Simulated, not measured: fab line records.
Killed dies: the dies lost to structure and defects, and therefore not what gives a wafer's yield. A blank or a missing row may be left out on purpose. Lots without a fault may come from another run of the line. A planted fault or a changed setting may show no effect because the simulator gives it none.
A struck lot beside a sound one | flow sky130 | 15 steps out of a route of 708
Sound: these wafers, L972.2, L972.3, L972.4. The struck wafers were L979.1, L979.2, L979.4. Last of all comes the cause.
At each step with rows: each side's tool, then ch and its chambers, then its first start. Under that, the readings that differ: sound wafers | struck wafers | difference of the means | sigmas: that difference in standard deviations of wafers without a fault.
alike: words and numbers the same on both sides, and readings whose means are apart by under 2 such deviations; not compared: readings that were withheld, readings missing a value for some wafer, numbers with overlapping values and no deviation given by the record, and bounds like >300 which may hide the same value.
Wherever a step has rows on one side only, a row that says differs or no value, or a row with sigmas, the two part there. Non-overlapping numbers with no deviation appear without sigmas and do not part them. A reading missing from all wafers of one side parts the sides only when that side holds two or more wafers.

SKY_LOCAL_INTERCONNECT_CD_MEAS_11: target cd 170 nm.
  sound on cd sem-02 at day 31 10:02; struck on cd sem-01 at day 33 13:07
  alike: cd nm
SKY_LOCAL_INTERCONNECT_OVL_MEAS_12:
  sound on overlay-02 at day 31 10:08; struck on overlay-01 at day 33 13:14
  alike: LOCAL_INTERCONNECT_OVL
SKY_LOCAL_INTERCONNECT_ETCH_13: etches BARC in N2/H2, stops on SiO2, time 45.9 s, target depth 60 nm.
  sound on rie metal-03 ch 1, day 31 10:11; struck on rie metal-02 ch 0,1, day 33 13:16
  alike: drypump motor current A, oes product au, throttle valve pct
  not compared: rf hours counter h
SKY_LOCAL_INTERCONNECT_METAL_ETCH_14: etches TiN in Cl2/BCl3, stops on PSG, target depth 110 nm, time 31.4 s.
  sound on rie metal-03 ch 1, day 31 10:19; struck on rie metal-02 ch 0,1, day 33 13:20
  reading               | sound             | struck            | difference | sigmas
  oes product au (a.u.) | 0.947 0.943 0.948 | 0.929 0.927 0.931 | -0.017     | -2
  alike: drypump motor current A, throttle valve pct
  not compared: rf hours counter h
SKY_LOCAL_INTERCONNECT_STRIP_15: strips in O2/N2.
  sound on plasma asher-03 ch 0,1, day 31 10:24; struck on plasma asher-01 ch 0,1, day 33 13:23
  alike: drypump motor current A, oes product au, strip time to endpoint s
  not compared: rf hours counter h
then, 3 steps without rows for these wafers: SKY_LOCAL_INTERCONNECT_STRIP_16 (strips in post etch residue remover, time 1200 s); SKY_LOCAL_INTERCONNECT_CLEAN_17 (cleans in IPA, time 180 s); SKY_LOCAL_INTERCONNECT_CLEAN_18 (cleans in O3/DIW).
SKY_CONTACT_CVD_00: deposits Si3N4, target thk 75 nm.
  sound on pecvd-04 ch 0,2, day 31 10:59; struck on pecvd-03 ch 0,1, day 33 14:01
  alike: heater power outer w, heater power w
SKY_CONTACT_THK_MEAS_01:
  sound on film metro-04 at day 31 11:02; struck on film metro-01 at day 33 14:03
  alike: CONTACT_CVD_00_THK
then, 1 step without rows for these wafers: SKY_CONTACT_HDPCVD_02 (deposits SiO2, target thk 565 nm, time 94.2 s).
SKY_CONTACT_THK_MEAS_03:
  sound on film metro-01 at day 31 11:10; struck on film metro-04 at day 33 14:11
  alike: CONTACT_HDPCVD_THK
SKY_CONTACT_CMP_04: polishes SiO2.
  sound on cmp-02 ch 0,1,2, day 31 11:13; struck on cmp-01 ch 0,2,3, day 33 14:17
  reading                 | sound             | struck            | difference | sigmas
  head pressure psi (psi) | 4.008 4.009 3.994 | 3.233 3.241 3.230 | -0.769     | -96
  time to endpoint s (s)  | 84 86 79          | 96 95 97          | +13        | +4
  alike: motor current A
SKY_CONTACT_BOW_MEAS_05:
  sound on film metro-01 at day 31 11:32; struck on film metro-02 at day 33 14:32
  alike: CONTACT_BOW
-- the record jumps here: 15 days lie between the struck wafers' starts before and after (it left off in module CONTACT and takes up again in module PAD_OPEN, whose first step shown is number 708 of the route) --
SKY_PAD_OPEN_PROBE_99:
  sound on prober-02 at day 46 17:31; struck on prober-01 at day 48 11:18
  reading            | sound    | struck   | difference | sigmas
  killed at contacts | 17 22 23 | 31 34 37 | +13        | +2
  alike: killed_at_M0_to_M3, killed_at_M4_up, killed at front end, killed at other, killed dies, killed open, killed short

## WHERE THEY PART
First at SKY_LOCAL_INTERCONNECT_METAL_ETCH_14; last, within this record, at SKY_PAD_OPEN_PROBE_99.

WHY: the cause the simulator had injected
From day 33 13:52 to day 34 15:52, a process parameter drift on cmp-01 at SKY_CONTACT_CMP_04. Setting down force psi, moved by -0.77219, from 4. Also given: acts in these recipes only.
